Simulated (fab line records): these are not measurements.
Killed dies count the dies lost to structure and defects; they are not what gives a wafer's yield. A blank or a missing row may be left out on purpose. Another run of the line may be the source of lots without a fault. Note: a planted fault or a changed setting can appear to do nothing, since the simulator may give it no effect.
Which tool did it? | flow sky130 | Sampling: 7 lots, 21 wafers, 2 of 708 route steps

== WHAT THE GAUGES READ, wafer by wafer ==
SKY_SD_P_OVL_MEAS_08.
lot  | measured     | on         | SD_P_OVL (nm)
L314 | day 25 23:43 | overlay-02 | -0.3 -1.9 -1.2
L316 | day 26 21:04 | overlay-01 | 0.7 -2.1 -0.3
L319 | day 27 16:58 | overlay-01 | 0.1 -0.8 1.1
L320 | day 28 03:18 | overlay-02 | 69.0 68.2 66.4
L328 | day 31 08:19 | overlay-01 | -1.1 0.6 0.0
L331 | day 31 22:19 | overlay-02 | 0.5 -2.3 1.5
L334 | day 32 19:37 | overlay-01 | -0.3 0.4 0.7

== EACH LOT AND THE TOOL THAT RAN IT (in order: tool; ch and the chambers of the sampled wafers; start) ==
lot  | SKY_SD_P_EXPOSE_04
L314 | iline stepper-01 ch 0, day 25 09:17
L316 | iline stepper-02 ch 0, day 26 07:19
L319 | iline stepper-01 ch 0, day 27 02:36
L320 | iline stepper-01 ch 0, day 27 14:22
L328 | iline stepper-02 ch 0, day 30 17:55
L331 | iline stepper-02 ch 0, day 31 09:22
L334 | iline stepper-02 ch 0, day 32 06:26
- SKY_SD_P_EXPOSE_04: exposes mask PSDM, target cd 380 nm.

== THE ANSWER, worked out from the rows above alone ==
Rule: the lots themselves supply what counts as usual. The widest of any qualifying gaps counts: lots, ordered by their means at a reading, are off when they make up no more than a third of the lots, leave a main group of 4 or more, and stand apart from it by 3 or more times the standard deviation of that group's means. A main group whose means are all the same, to the digits that the tables above print for the reading, isn't used. Also off: a lot with no number at a reading for which 4 or more lots have one. All remaining lots with rows at the step are treated as sound.
Off: L320, seen at SKY_SD_P_OVL_MEAS_08 (SD_P_OVL). The main group: mean -0.3 nm, standard deviation 0.47.
If a tool, at a process step before that reading, ran all the lots that are off and no sound lot after the first of them, it fits. Those tools and the gauges at SKY_SD_P_OVL_MEAS_08 are tried in the same way. One candidate fits, namely iline stepper-01 at SKY_SD_P_EXPOSE_04. Its last sound lot is L319 (day 27 02:36), its first lot that is off L320 (day 27 14:22): a fault that began between those two fits.

== WHAT THE SIMULATOR HAD PUT IN ==
Scanner matching overlay: iline stepper-01, from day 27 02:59 on, at SKY_SD_P_EXPOSE_04. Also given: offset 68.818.
Shown lots that were struck: L320. The rule above found the same.
